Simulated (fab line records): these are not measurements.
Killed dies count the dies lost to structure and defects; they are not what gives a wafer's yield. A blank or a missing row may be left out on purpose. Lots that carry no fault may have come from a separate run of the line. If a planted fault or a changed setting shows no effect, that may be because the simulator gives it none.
Which of the tools did it? -- flow sky130 -- 7 lots, 21 wafers sampled, at 2 steps of a route of 708

== WHAT THE GAUGES SHOWED, per wafer ==
SKY_SPACER_THK_MEAS_01.
lot,measured,on,SPACER_CVD_00_THK (nm)
L539,day 23 11:58,film metro-04,42.6 42.5 42.6
L542,day 24 10:26,film metro-04,43.3 42.9 43.0
L548,day 26 14:42,film metro-04,43.0 42.8 43.1
L550,day 27 10:25,film metro-02,42.9 43.0 42.7
L555,day 28 20:23,film metro-03,42.7 42.7 42.9
L558,day 29 14:29,film metro-02,43.2 43.4 43.4
L560,day 30 15:33,film metro-04,43.1 42.8 42.8

== WHICH TOOL RAN EACH LOT (tool, then ch and the chambers of the sampled wafers, then the start) ==
lot,SKY_LDD_P_STRIP_10
L539,"plasma asher-01 ch 0,1, day 19 13:22"
L542,"plasma asher-02 ch 0,1, day 20 12:17"
L548,"plasma asher-03 ch 0,1, day 22 19:26"
L550,"plasma asher-03 ch 0,1, day 23 15:22"
L555,"plasma asher-01 ch 0, day 25 03:47"
L558,"plasma asher-01 ch 0,1, day 25 22:43"
L560,"plasma asher-01 ch 1, day 27 01:32"
- SKY_LDD_P_STRIP_10: strips in O2/N2.

== THE ANSWER, worked out from the rows above alone ==
Rule: usual is defined by the lots themselves. Put in order of their means at a reading, lots are off if they are a third of the lots or fewer, leave a main group of 4 or more, and stand apart from it by a gap of 3 or more times the standard deviation of the main group's means; of several such gaps the widest counts. Not used: any main group whose means are identical at the precision the tables above print for the reading. A lot without any number at a reading at which 4 lots or more have one is off too. All remaining lots with rows at the step are treated as sound.
No lot is off on any of the readings shown, so nothing can be concluded from this.

== WHAT WAS PUT IN BY THE SIMULATOR ==
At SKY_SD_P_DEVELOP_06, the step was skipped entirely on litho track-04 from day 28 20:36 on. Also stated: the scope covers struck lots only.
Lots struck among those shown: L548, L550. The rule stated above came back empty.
